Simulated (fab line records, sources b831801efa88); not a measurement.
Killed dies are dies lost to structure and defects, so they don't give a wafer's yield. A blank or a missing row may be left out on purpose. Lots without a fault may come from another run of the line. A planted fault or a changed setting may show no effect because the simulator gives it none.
Problem report in the 8D (eight disciplines) form, filled by code | flow sky130 | the parts of the form that need people (team, actions taken, sign-off) are left out

1. THE PROBLEM
CAPM_CVD_00_THK at SKY_CAPM_THK_MEAS_01 reads a mean of 21.68 nm on 3 wafers of 2 lots; wafers without a fault read 15.53 nm with a standard deviation of 0.29. That is +21 standard deviations from the usual mean.
First seen on wafer L493.2, day 39 04:37, on film_metro-01. The record holds 36 wafers of 12 lots with a number at this step. Rule for "out", or "out of limits": more than 4 standard deviations from the usual mean. The other wafers with a number count as sound.

2. WHAT IT IS AND WHAT IT IS NOT
question                    | is                           | is not
which readings at this step | CAPM_CVD_00_THK              | -
which lots                  | L493, L495                   | L485, L487, L489, L492, L500, L504, L505, L506, L507, L508
which wafers of those lots  | L493.2, L493.3, L495.2       | L493.1, L495.5, L495.6
read on which gauges        | film_metro-01, film_metro-04 | film_metro-03
when                        | from day 39 04:37            | up to then (13 sound wafers); but 20 sound wafers of L495, L500, L504, L505, L506, L507, L508 came after

3. SUSPECTS, AND WHAT RULES EACH OUT
Counting: a tool at a process step up to the reading stays a suspect if it ran every lot that is out. Sound lots after the first of them don't rule it out here, since some wafers of a struck lot are sound.
- the gauge at SKY_CAPM_THK_MEAS_01: ruled out. The wafers that are out were read on 2 gauges (film_metro-01, film_metro-04).
- pecvd-03 at SKY_CAPM_CVD_00 (deposits SiO2, target thk 15.5 nm): kept. It ran every lot that is out, first L493 (day 39 04:35); its last sound lot up to then is L489 (day 37 21:49).
Left after counting: pecvd-03 at SKY_CAPM_CVD_00.

4. THE CAUSE (what the simulator had put in)
Process parameter drift: pecvd-03, from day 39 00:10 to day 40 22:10, at SKY_CAPM_CVD_00. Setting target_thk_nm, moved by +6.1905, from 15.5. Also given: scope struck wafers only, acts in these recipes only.
Counting left only this tool.

5. THE CHAIN OF EFFECTS, in route order
Each row: a reading whose mean over the struck wafers that have a number lies more than 3 standard deviations from the usual. Only readings for which the record gives a usual standard deviation are gone through. hours: the time from each lot's start at the first step in this table that gives one to its start at this step, as a median over the lots. sigmas: the change in usual standard deviations.
hours | step                 | reading         | usual      | on struck wafers | change | sigmas
0     | SKY_CAPM_THK_MEAS_01 | CAPM_CVD_00_THK | 15.53 nm   | 21.68            | +6.15  | +21
49    | SKY_METAL3_ETCH_17   | oes_product_au  | 0.755 a.u. | 0.903            | +0.148 | +19
The process steps in it:
- SKY_METAL3_ETCH_17: etches SiO2 in C4F8/O2/Ar, stops on TiN, time 3.9 s, target depth 15 nm.
Later measuring or inspecting steps at which every struck wafer that the step has a row for has a number for every such reading, and none has moved that far: SKY_CAPM_RS_MEAS_03.

6. WHAT WOULD HAVE CAUGHT IT SOONER
In this record the first reading out of limits at a measuring or inspecting step was taken at day 39 04:37, 4 hours after the fault began at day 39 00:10.
Of the tool readings at SKY_CAPM_CVD_00 for which the record gives a usual standard deviation, none was out on any struck wafer, so an alarm limit of 4 standard deviations on them would not have fired.
Of the lots that are out (2), L495 began SKY_CAPM_CVD_00 on pecvd-03 after day 39 04:37. A hold on the tool at that time would have spared it.
